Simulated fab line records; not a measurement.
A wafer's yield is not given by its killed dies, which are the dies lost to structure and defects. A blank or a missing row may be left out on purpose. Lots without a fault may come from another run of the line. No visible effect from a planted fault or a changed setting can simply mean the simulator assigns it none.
Which tool is to blame? | flow sfqLine | Sampling: 14 lots, 42 wafers, 2 of 325 route steps

== WHAT THE GAUGES SHOWED, per wafer ==
SFQ_I1_BOW_MEAS_912.
lot  | measured     | on           | I1_BOW (um)
L700 | day 13 04:58 | filmMetro-02 | 12 20 6
L701 | day 13 09:34 | filmMetro-04 | 15 10 0
L702 | day 13 22:59 | filmMetro-01 | -4 -6 2
L703 | day 14 04:58 | filmMetro-04 | 3 -5 5
L704 | day 15 04:02 | filmMetro-02 | 11 3 7
L705 | day 15 16:00 | filmMetro-01 | -6 9 -11
L707 | day 16 04:02 | filmMetro-01 | -5 0 -2 - - -
L709 | day 16 19:00 | filmMetro-01 | 2 1 1 - - -
L711 | day 17 07:36 | filmMetro-01 | 0 1 7
L717 | day 19 01:36 | filmMetro-04 | -9 -8 -18
L719 | day 19 20:13 | filmMetro-02 | -2 9 -3
L720 | day 20 03:24 | filmMetro-04 | -2 14 -4
L721 | day 20 07:00 | filmMetro-04 | 0 -7 -2
L722 | day 20 14:22 | filmMetro-04 | 1 10 -6

== EACH LOT AND THE TOOL THAT RAN IT (in order: tool; ch and the chambers of the sampled wafers; start) ==
lot  | SFQ_TRILAYER_I1_CMP_CMP_046
L700 | cmp-02 ch 1,2,3, day 13 01:58
L701 | cmp-01 ch 0,1,3, day 13 07:32
L702 | cmp-02 ch 0,3, day 13 19:58
L703 | cmp-02 ch 0,1,2, day 14 01:58
L704 | cmp-02 ch 1,2, day 15 01:30
L705 | cmp-02 ch 0,1,2, day 15 13:00
L707 | cmp-02 ch 0,1, day 16 01:30
L709 | cmp-02 ch 0,2, day 16 16:30
L711 | cmp-01 ch 0,1,3, day 17 05:06
L717 | cmp-01 ch 1,2,3, day 18 22:36
L719 | cmp-02 ch 2,3, day 19 17:12
L720 | cmp-02 ch 0,2,3, day 20 00:24
L721 | cmp-02 ch 0,1,2, day 20 04:30
L722 | cmp-02 ch 1,2,3, day 20 11:49
- SFQ_TRILAYER_I1_CMP_CMP_046: polishes SiO2.

== AS READ BY THE TOOLS THEMSELVES (means over the sampled wafers that have a number; for cases with no such wafer, the mark the record gives instead) ==
SFQ_TRILAYER_I1_CMP_CMP_046.
lot  | tool   | motorCurrentA (A) | timeToEndpointS (s)
L700 | cmp-02 | 10.1              | 214
L701 | cmp-01 | 11.3              | 223
L702 | cmp-02 | 10.3              | 207
L703 | cmp-02 | 9.2               | 208
L704 | cmp-02 | 9.4               | 223
L705 | cmp-02 | 9.5               | 221
L707 | cmp-02 | 9.8               | 216
L709 | cmp-02 | 10.0              | 236
L711 | cmp-01 | 11.6              | 219
L717 | cmp-01 | 11.4              | 210
L719 | cmp-02 | 10.4              | 220
L720 | cmp-02 | 10.2              | 206
L721 | cmp-02 | 9.2               | 200
L722 | cmp-02 | 10.1              | 215

== THE ANSWER, worked out from the rows above alone ==
Rule: the usual values come from the lots themselves. The widest of any qualifying gaps counts: lots, ordered by their means at a reading, are off when they make up no more than a third of the lots, leave a main group of 4 or more, and stand apart from it by 3 or more times the standard deviation of that group's means. Not used: any main group whose means are identical at the precision the tables above print for the reading. A lot without any number at a reading at which 4 lots or more have one is off too. All remaining lots with rows at the step are treated as sound. The gauges are gone through in route order, then the tools' own readings, and for those a lot's mean is taken as printed above. At the first step where some lot is off, the reading lying furthest off is the one used; lots without a number count as furthest.
None of the lots is off at any reading shown; this tells nothing.

== WHAT HAD BEEN PUT IN BY THE SIMULATOR ==
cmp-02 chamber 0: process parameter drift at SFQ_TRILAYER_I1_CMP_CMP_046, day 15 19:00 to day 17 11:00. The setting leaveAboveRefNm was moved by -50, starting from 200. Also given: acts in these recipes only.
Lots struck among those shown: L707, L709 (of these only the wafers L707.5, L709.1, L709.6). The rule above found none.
